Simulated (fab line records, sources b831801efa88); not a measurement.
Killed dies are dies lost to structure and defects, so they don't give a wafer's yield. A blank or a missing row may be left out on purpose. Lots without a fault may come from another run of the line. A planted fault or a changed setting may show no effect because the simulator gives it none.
fab line records | flow sfq_line
record lots=5 wafers=15 last_day=91
route steps=325 shown M7@292 I7@296
lots that met no fault: from a run of the same line without faults
start_h: hours from the record's first day to the start of the lot's first wafer shown | wait_h: hours since the lot's step before | " the same as in the row above | L1.1+2: a row that stands for several wafers | - no value, or no start given | * or withheld: withheld | < > ~ a bound
route shown NAME@n: a module of which the file shows steps, and the number in the route of the first | usual: mean/standard deviation of fault-free wafers | same: alike in all rows | chamber/n: place in a boat | sites: the reading at each site | _std_site: their standard deviation | _edge_site: outer sites' mean less inner sites' | radius_mm: how far each site lies from the wafer's centre | mask NAME#n: copy n | behind: the tool/chamber that last shaped the wafer | hold: why the lot was held/for how many hours/how that ended | device: the transistor (n, p or np) that didn't switch | end of line: the same wafers' tests at the end of the route | a step without rows: its recipe alone | killed: dies lost to structure and defects at the first sort, not the wafer's yield | map: a wafer's dies, x killed, . not, _ none there
set.NAME: the setting as run; set.NAME@STEP: as run at that earlier step | model.NAME: the simulator's own value behind a step, which no gauge read
lots at some steps of the route; a table a step, a row a wafer
services: from which hour (start_h, from the record's first day; less than 0 if before it) a tool's chamber was out of use, for how many hours, and why
## steps
# step SFQ_TRILAYER_M7_BARC_OPEN_METAL_ETCH_229
# recipe mask_material=PR chemistry=O2 target_depth_nm=125 target=BARC icp_w=600 bias_w=80 pressure_mtorr=10 time_s=41.7
# usual bias_w=79.97/0.24 drypump_motor_current_A=5.4/0.5 oes_product_au=0.685/0.0043
# columns lot.wafer tool chamber start_h wait_h bias_w drypump_motor_current_A oes_product_au rf_hours_counter_h
L229.2 rie_metal-04 0 1870.70 0.0 79.84 5.1 0.686 0
L229.3 " 1 " " 79.78 6.2 0.679 -
L229.5 " 1 " " 79.64 6.2 0.684 -
L231.1 rie_metal-02 1 1875.50 0.0 79.99 4.8 0.683 98
L231.3 " 1 " " 79.81 4.8 0.686 -
L231.4 " 0 " " 79.73 5.8 0.683 -
L245.2 rie_metal-03 0 2056.41 0.0 79.95 5.7 0.690 73
L245.4 " 1 " " 80.41 4.9 0.687 -
L245.5 " 0 " " 79.66 5.7 0.681 -
L247.1 rie_metal-03 1 2060.01 0.0 80.05 4.9 0.687 74
L247.3 " 1 " " 80.11 4.9 0.682 -
L247.4 " 0 " " 80.08 5.6 0.681 -
L251.3 rie_metal-02 1 2093.63 0.0 80.07 4.8 0.683 -
L251.5 " 1 " " 80.09 4.8 0.687 -
L251.6 " 0 " " 79.72 5.8 0.690 -
# step SFQ_TRILAYER_M7_ETCH_METAL_ETCH_180
# recipe target=Nb stop_on=SiO2 mask_material=PR chemistry=Cl2/Ar target_depth_nm=240 icp_w=600 bias_w=80 pressure_mtorr=10 time_s=120
# usual bias_w=79.99/0.26 drypump_motor_current_A=5.4/0.5 oes_product_au=0.891/0.0068
# columns lot.wafer tool chamber start_h wait_h bias_w drypump_motor_current_A oes_product_au rf_hours_counter_h
L229.2 rie_metal-04 0 1870.76 0.0 79.79 5.0 0.897 0
L229.3 " 1 " " 80.16 6.2 0.883 -
L229.5 " 1 " " 80.26 6.2 0.890 -
L231.1 rie_metal-02 1 1875.56 0.0 80.00 4.8 0.891 98
L231.3 " 1 " " 79.95 4.8 0.892 -
L231.4 " 0 " " 80.31 5.8 0.894 -
L245.2 rie_metal-03 0 2056.47 0.0 80.60 5.7 0.878 73
L245.4 " 1 " " 79.95 4.9 0.877 -
L245.5 " 0 " " 80.09 5.6 0.886 -
L247.1 rie_metal-03 1 2060.07 0.0 80.08 4.9 0.888 74
L247.3 " 1 " " 79.91 4.9 0.886 -
L247.4 " 0 " " 80.10 5.6 0.885 -
L251.3 rie_metal-02 1 2093.71 0.1 80.38 4.8 0.883 -
L251.5 " 1 " " 80.45 4.8 0.879 -
L251.6 " 0 " " 80.04 5.8 0.887 -
# step SFQ_TRILAYER_M7_STRIP_STRIP_181
# recipe gas=O2 power_w=200 platen_temp_c=40 overash_fraction=0.65 chemistry=O2 pressure_mtorr=50
# usual drypump_motor_current_A=5.4/0.49 oes_product_au=0.997/0.011
# columns lot.wafer tool chamber start_h wait_h drypump_motor_current_A oes_product_au rf_hours_counter_h
L229.2 rie_metal-04 0 1870.89 0.1 5.0 0.994 1
L229.3 " 1 " " 6.2 1.004 -
L229.5 " 1 " " 6.1 0.999 -
L231.1 rie_metal-02 1 1875.69 0.1 4.8 0.990 99
L231.3 " 1 " " 4.8 0.982 -
L231.4 " 0 " " 5.8 1.006 -
L245.2 rie_metal-03 0 2056.59 0.1 5.6 0.995 73
L245.4 " 1 " " 4.9 1.005 -
L245.5 " 0 " " 5.6 0.994 -
L247.1 rie_metal-03 1 2060.19 0.1 5.0 1.000 74
L247.3 " 1 " " 4.9 0.987 -
L247.4 " 0 " " 5.7 1.003 -
L251.3 rie_metal-02 1 2093.99 0.2 4.8 0.974 -
L251.5 " 1 " " 4.8 0.987 -
L251.6 " 0 " " 5.8 1.014 -
# step SFQ_TRILAYER_M7_STRIP_SOLV_CLEAN_182
# recipe chemistry=NMP temp_c=70 time_s=600
# step SFQ_TRILAYER_I7_DEP_PECVD_183
# recipe material=SiO2 temp_c=150 time_s=111.11 pressure_torr=2.4 rf_w=183.3 precursor=SiH4/N2O target_thk_nm=500
# step SFQ_TRILAYER_I7_CMP_CMP_184
# recipe material=SiO2 down_force_psi=3 platen_rpm=60 pad_velocity_m_s=0.94248
# usual motor_current_A=10.1/1.3 retaining_ring_pressure_frac=1.001/0.0048 time_to_endpoint_s=212/7.5
# columns lot.wafer tool chamber start_h wait_h motor_current_A retaining_ring_pressure_frac time_to_endpoint_s
L229.2 cmp-02 3 1876.24 4.5 8.5 1.005 204
L229.3 " 0 " " 10.6 1.001 203
L229.5 " 2 1877.74 6.0 11.6 1.005 220
L231.3 cmp-02 3 1882.24 5.6 8.3 1.004 200
L231.1 " 0 " " 10.5 1.004 213
L231.4 " 1 " " 9.9 1.004 202
L245.2 cmp-01 1 2062.82 5.4 7.5 1.001 215
L245.4 " 2 " " 10.3 0.998 209
L245.5 " 2 2065.32 7.9 10.8 0.999 214
L247.1 cmp-02 1 2068.50 7.5 10.0 1.006 207
L247.4 " 2 " " 11.8 1.005 220
L247.3 " 3 " " 8.9 1.001 209
L251.3 cmp-01 0 2095.16 0.5 12.5 1.007 206
L251.5 " 3 2096.66 2.0 10.8 1.003 219
L251.6 " 0 " " 11.9 1.005 215
# step SFQ_I7_BOW_MEAS_946
# recipe mode=bow
# usual I7_BOW=9/9.7
# columns lot.wafer tool chamber start_h wait_h I7_BOW[um]
L229.2 film_metro-03 - 1878.76 2.0 -1
L229.3 " - " " 8
L229.5 " - " " -1
L231.1 film_metro-04 - 1884.74 1.5 6
L231.3 " - " " -10
L231.4 " - " " 1
L245.2 film_metro-01 - 2065.84 2.5 9
L245.4 " - " " 11
L245.5 " - " " 4
L247.1 film_metro-04 - 2071.50 2.5 15
L247.3 " - " " 17
L247.4 " - " " 25
L251.3 film_metro-01 - 2097.70 2.0 10
L251.5 " - " " 11
L251.6 " - " " 5
# step SFQ_TRILAYER_I7_METRO_MEASURE_185
# step SFQ_TRILAYER_I7_VIA_LITHO_COAT_192
# recipe resist=BARC spin_rpm=3000 resist_thk_nm=62
# step SFQ_TRILAYER_I7_VIA_LITHO_COAT_187
# recipe resist=KrF spin_rpm=3000 resist_thk_nm=650
# step SFQ_TRILAYER_I7_VIA_LITHO_SOFTBAKE_191
# recipe temp_c=withheld time_s=withheld resist=KrF
# step SFQ_TRILAYER_I7_VIA_LITHO_EXPOSE_188
# recipe mask_id=I7 na=0.6 source_shape=conventional sigma_outer=0.65 target_cd_nm=1000 dose_mj=21.3
# step SFQ_TRILAYER_I7_VIA_LITHO_PEB_190
# recipe peb_temp_c=115 peb_time_s=60 resist=KrF
# usual heater_power_total_W=79.15/0.067 plate_temp_C=115.01/0.12
# columns lot.wafer tool chamber start_h wait_h heater_power_total_W plate_temp_C
L229.2 litho_track-02 0 1893.94 0.8 79.19 115.04
L229.3 " 0 " " 79.26 114.91
L229.5 " 0 " " 79.17 114.95
L231.1 litho_track-04 0 1897.52 1.0 79.25 115.13
L231.3 " 0 " " 79.15 115.06
L231.4 " 0 " " 79.19 114.85
L245.2 litho_track-02 0 2143.82 0.8 79.13 115.20
L245.4 " 0 " " 95.31 -
L245.5 " 0 " " 79.12 114.99
L247.1 litho_track-04 0 2149.80 1.0 79.18 115.18
L247.3 " 0 " " 79.06 114.97
L247.4 " 0 " " 79.12 115.15
L251.3 litho_track-01 0 2177.67 0.7 79.16 115.21
L251.5 " 0 " " 79.20 115.20
L251.6 " 0 " " 79.18 115.24
# step SFQ_TRILAYER_I7_VIA_LITHO_DEVELOP_189
# recipe time_s=60 resist=KrF
# step SFQ_I7_OVL_MEAS_947
# usual I7_OVL=2/5.9
# columns lot.wafer tool chamber start_h wait_h I7_OVL[nm]
L229.2 overlay-01 - 1894.22 0.1 7
L229.3 " - " " 2
L229.5 " - " " -2
L231.1 overlay-01 - 1897.82 0.1 1
L231.3 " - " " 0
L231.4 " - " " 1
L245.2 overlay-02 - 2144.10 0.1 0
L245.4 " - " " -5
L245.5 " - " " -9
L247.1 overlay-01 - 2150.10 0.1 1
L247.3 " - " " 7
L247.4 " - " " 3
L251.3 overlay-02 - 2177.93 0.1 1
L251.5 " - " " 7
L251.6 " - " " 7
# step SFQ_TRILAYER_I7_VIA_BARC_OPEN_VIA_ETCH_260
# recipe mask_material=PR chemistry=O2 target_depth_nm=125 target=BARC source_w=500 bias_w=80 pressure_mtorr=30 time_s=41.7
# usual bias_w=80.00/0.25 drypump_motor_current_A=5.6/0.49 oes_product_au=0.684/0.0049
# columns lot.wafer tool chamber start_h wait_h bias_w drypump_motor_current_A oes_product_au rf_hours_counter_h model.I7.cd_nm
L229.2 rie_diel-01 0 1894.25 0.0 80.42 6.4 0.680 1 998.8
L229.3 " 1 " " 80.04 4.9 0.681 15 997.8
L229.5 " 3 " " 79.64 5.9 0.684 - 999.3
L231.1 rie_diel-02 3 1897.85 0.0 80.02 6.4 0.673 6 998.7
L231.3 " 0 " " 79.72 5.9 0.677 19 999.2
L231.4 " 1 " " 80.35 5.4 0.680 14 998.1
L245.2 rie_diel-01 3 2144.13 0.0 79.62 5.8 0.674 3 1000
L245.4 " 1 " " 80.45 4.9 0.691 - 899.4
L245.5 " 2 " " 79.62 5.8 0.685 - 1000
L247.1 rie_diel-03 0 2150.13 0.0 80.36 4.8 0.685 7 1001
L247.3 " 3 " " 80.17 4.9 0.685 5 1003
L247.4 " 2 " " 79.77 5.6 0.682 1 1001
L251.3 rie_diel-03 0 2177.96 0.0 79.91 4.8 0.691 8 999.3
L251.5 " 2 " " 80.15 5.6 0.687 - 1002
L251.6 " 3 " " 79.81 4.9 0.679 - 1001
# step SFQ_TRILAYER_I7_VIA_ETCH_VIA_ETCH_190
# recipe target=SiO2 stop_on=Nb mask_material=PR taper_deg=20 chemistry=CHF3 target_depth_nm=260 source_w=500 bias_w=80 pressure_mtorr=30 time_s=withheld
# usual bias_w=80.01/0.27 drypump_motor_current_A=5.6/0.49 oes_product_au=0.853/0.0047
# columns lot.wafer tool chamber start_h wait_h bias_w drypump_motor_current_A oes_product_au model.I7.cd_nm
L229.2 rie_diel-01 0 1894.29 0.0 79.88 6.4 0.852 999.8
L229.3 " 1 " " 79.71 4.9 0.855 997.3
L229.5 " 3 " " 80.09 5.9 0.850 999.2
L231.1 rie_diel-02 3 1897.89 0.0 80.29 6.4 0.849 999.7
L231.3 " 0 " " 79.98 5.9 0.854 999.8
L231.4 " 1 " " 80.15 5.4 0.853 999
L245.2 rie_diel-01 3 2144.17 0.0 79.87 5.9 0.852 1002
L245.4 " 1 " " 79.70 4.9 0.848 898.9
L245.5 " 2 " " 80.02 5.8 0.859 1000
L247.1 rie_diel-03 0 2150.17 0.0 79.64 4.8 0.849 1002
L247.3 " 3 " " 79.71 4.9 0.854 1002
L247.4 " 2 " " 80.03 5.7 0.853 1001
L251.3 rie_diel-03 0 2178.00 0.0 80.25 4.8 0.853 1001
L251.5 " 2 " " 80.02 5.6 0.848 1001
L251.6 " 3 " " 79.93 4.9 0.850 1001
# step SFQ_TRILAYER_I7_VIA_STRIP_STRIP_191
# recipe gas=O2 power_w=200 platen_temp_c=40 overash_fraction=0.65 chemistry=O2 pressure_mtorr=50
# usual drypump_motor_current_A=5.3/0.49 oes_product_au=1.000/0.013
# columns lot.wafer tool chamber start_h wait_h drypump_motor_current_A oes_product_au rf_hours_counter_h
L229.2 rie_metal-04 0 1894.41 - 5.0 0.989 5
L229.3 " 0 " " 5.0 0.999 -
L229.5 " 0 " " 5.0 0.994 -
L231.1 rie_metal-04 0 1898.01 - 5.0 0.994 5
L231.3 " 1 " " 6.1 1.002 -
L231.4 " 0 " " 5.0 0.994 -
L245.2 rie_metal-02 0 2144.29 - 5.8 1.018 64
L245.4 " 1 " " 4.8 0.997 -
L245.5 " 0 " " 5.8 1.017 -
L247.1 rie_metal-02 1 2150.29 - 4.8 0.987 16
L247.3 " 0 " " 5.8 1.022 -
L247.4 " 1 " " 4.8 0.986 -
L251.3 rie_metal-02 1 2178.31 - 4.8 0.994 -
L251.5 " 0 " " 5.8 1.024 -
L251.6 " 1 " " 4.8 0.986 -
## services
# columns tool chamber start_h hours kind
cmp-02 - 1852.95 0.7 repair
rie_metal-02 1 1857.09 10.3 repair
rie_diel-03 3 1858.37 12.4 repair
rie_diel-01 3 1862.35 22.7 repair
cmp-02 - 1867.54 5.2 repair
rie_metal-02 - 1898.14 1.4 pm
rie_diel-03 - 1899.72 2.8 pm
rie_diel-03 3 1924.01 4.1 repair
rie_metal-04 0 1941.52 5.3 repair
rie_metal-02 1 1949.87 9.9 repair
rie_diel-03 - 1982.10 0.2 repair
rie_diel-03 1 1985.32 2.6 repair
rie_diel-01 3 2003.72 13.2 repair
rie_diel-01 - 2021.48 10.6 repair
rie_diel-03 - 2035.35 0.4 repair
rie_metal-03 - 2054.90 0.2 repair
rie_diel-03 3 2069.21 7.3 repair
rie_diel-01 - 2073.90 0.8 repair
rie_metal-04 1 2078.97 3.3 repair
rie_metal-03 - 2085.93 15.6 pm
rie_diel-01 - 2139.51 0.6 repair
rie_diel-01 0 2143.36 14.7 repair
rie_diel-03 3 2159.55 16.7 repair
rie_metal-02 1 2170.20 2.2 repair
## key
first_sign step=SFQ_TRILAYER_I7_VIA_LITHO_PEB_190 reading=heater_power_total_W direction=up sigmas=99+ usual=79.15 struck=95.31
effect none on later readings
model_effect step=SFQ_TRILAYER_I7_VIA_BARC_OPEN_VIA_ETCH_260 value=I7.cd_nm without=1001 struck=899.4
model_effect step=SFQ_TRILAYER_I7_VIA_ETCH_VIA_ETCH_190 value=I7.cd_nm without=1000 struck=898.9
met_at SFQ_TRILAYER_I7_VIA_LITHO_PEB_190
struck_wafers L245.4
onset_between 1893.94 2143.82
fault kind=process_parameter_drift tool=litho_track-02 chamber=- onset_h=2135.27 steps=SFQ_TRILAYER_I7_VIA_LITHO_PEB_190 channel=peb_time_s offset=* shape=step end_h=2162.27 scope=struck_wafers_only acts_in=* stated=*
